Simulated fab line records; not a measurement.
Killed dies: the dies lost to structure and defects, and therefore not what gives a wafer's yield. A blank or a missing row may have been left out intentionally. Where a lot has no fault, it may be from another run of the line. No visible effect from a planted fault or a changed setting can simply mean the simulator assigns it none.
Problem report, 8D (eight disciplines) form, completed by code + flow sky130 + the parts of the form that need people (team, actions taken, sign-off) are left out

1. THE ISSUE
oesProductAu at SKY_METAL4_ETCH_16 reads a mean of 0.956 a.u. on 8 wafers of 3 lots; wafers without a fault read 0.625 a.u. with a standard deviation of 0.0046. Relative to the usual mean, that is a shift of +72 standard deviations.
The step: etches BARC in N2/H2, stops on SiO2, time 88.2 s, target depth 60 nm.
The first sign was on wafer L980.4 at day 45 02:24, on rieMetal-04. Wafers with a number at this step in the record: 32, from 11 lots. Rule for "out", or "out of limits": more than 4 standard deviations from the usual mean. Any other wafer with a number is counted as sound.

2. WHAT IT IS AND WHAT IT IS NOT
| question                    | is                       | is not                                                                                      |
|-----------------------------|--------------------------|---------------------------------------------------------------------------------------------|
| which readings at this step | oesProductAu, runLengthS | drypumpMotorCurrentA                                                                        |
| which lots                  | L980, L981, L983         | L972, L974, L975, L982, L985, L987, L991, L992                                              |
| which wafers of those lots  | all that have a number   | -                                                                                           |
| read on which tools         | rieMetal-04              | rieMetal-02, rieMetal-03                                                                    |
| when                        | from day 45 02:24        | up to then (9 sound wafers); but 15 sound wafers of L982, L985, L987, L991, L992 came after |

3. SUSPECTS, AND WHAT RULES EACH OUT
Counting: any tool at a process step up to the reading is kept as a suspect provided that every lot that is out went through it and no sound lot did after the first of them.
- rieMetal-04 at SKY_METAL4_ETCH_16 (etches BARC in N2/H2, stops on SiO2, time 88.2 s, target depth 60 nm): kept. It ran every lot that is out, first L980 (day 45 02:24), and no sound lot after that; its last sound lot up to then is L975 (day 43 21:44). Out on those wafers are its own readings of oesProductAu, runLengthS.
After counting, what remains is rieMetal-04 at SKY_METAL4_ETCH_16.

4. THE CAUSE (what the simulator had put in)
Process parameter drift: rieMetal-04, from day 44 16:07 on, at SKY_METAL4_ETCH_16. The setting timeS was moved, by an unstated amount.
After counting, this tool was the only one left.

5. SEQUENCE OF EFFECTS, ordered by route
One row per reading whose mean, taken over the struck wafers that have a number, lies over 3 standard deviations from the usual. Scope: only readings with a usual standard deviation given in the record; hours: median across lots of the time from each lot's start at the first step in this table that gives one to its start at this step; sigmas: change in usual standard deviations.
| hours | step               | reading          | usual      | on struck wafers | change | sigmas |
|-------|--------------------|------------------|------------|------------------|--------|--------|
| 0     | SKY_METAL4_ETCH_16 | oesProductAu     | 0.625 a.u. | 0.956            | +0.331 | +72    |
| 0     | SKY_METAL4_ETCH_16 | runLengthS       | 116.7 s    | 81.8             | -34.9  | -52    |
| 0     | SKY_METAL4_ETCH_16 | throttleValvePct | 13.205 %   | 13.232           | +0.027 | +3.0   |
It contains these process steps:
- SKY_METAL4_ETCH_16: etches BARC in N2/H2, stops on SiO2, time 88.2 s, target depth 60 nm.
At these later measuring or inspecting steps, every struck wafer for which the step has a row has a number for every such reading, and none has moved that far: SKY_VIA4_OVL_MEAS_11.

6. HOW IT WOULD HAVE BEEN CAUGHT EARLIER
The fault began at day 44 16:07; the first out-of-limits reading in this record came at day 45 02:24, 10 hours later.
